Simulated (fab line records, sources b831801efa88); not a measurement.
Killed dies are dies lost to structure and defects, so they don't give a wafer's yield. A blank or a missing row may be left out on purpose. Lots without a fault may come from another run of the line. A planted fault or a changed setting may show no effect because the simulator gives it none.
Chamber matching | flow sfq_line | SFQ_TRILAYER_I2_VIA_BARC_OPEN_VIA_ETCH_096 on rie_diel-03: 4 sister chambers
The step etches BARC in O2, target depth 125 nm, time 41.7 s. 4 wafers are shown with their chamber, then 7 later ones without.

WAFERS WITH THEIR CHAMBER
wafer  | chamber | drypump_motor_current_A (A)
L724.6 | 2       | 5.4
L727.1 | 1       | 5.6
L727.5 | 3       | 5.7
L728.2 | 0       | 6.3

WAFERS WITHOUT THEIR CHAMBER
wafer  | drypump_motor_current_A (A)
L728.3 | 5.8
L728.6 | 5.4
L730.1 | 5.4
L730.5 | 5.4
L730.6 | 5.7
L737.2 | 5.6
L737.5 | 5.4

WHICH CHAMBER EACH WENT THROUGH
wafer  | from the rows above | in truth
L728.3 | 3                   | 3
L728.6 | 2                   | 2
L730.1 | 2                   | 2
L730.5 | 2                   | 2
L730.6 | 3                   | 3
L737.2 | 1                   | 1
L737.5 | 2                   | 2
Placed correctly: 7 of 7. Can't be placed from these rows: 0. Placed wrongly: 0.
How it was worked out, from the rows above alone: a wafer's distance from a chamber is the root of the sum, over the readings, of the square of ((its reading less the chamber's mean) divided by the reading's scatter). The wafer belongs to the nearest chamber; if the next one is less than 2 further off, it can't be placed. A chamber's mean is the mean of its shown wafers. The scatter: with one shown wafer a chamber, the root of the mean of the squares of how far each hidden wafer lies from its nearest shown one.
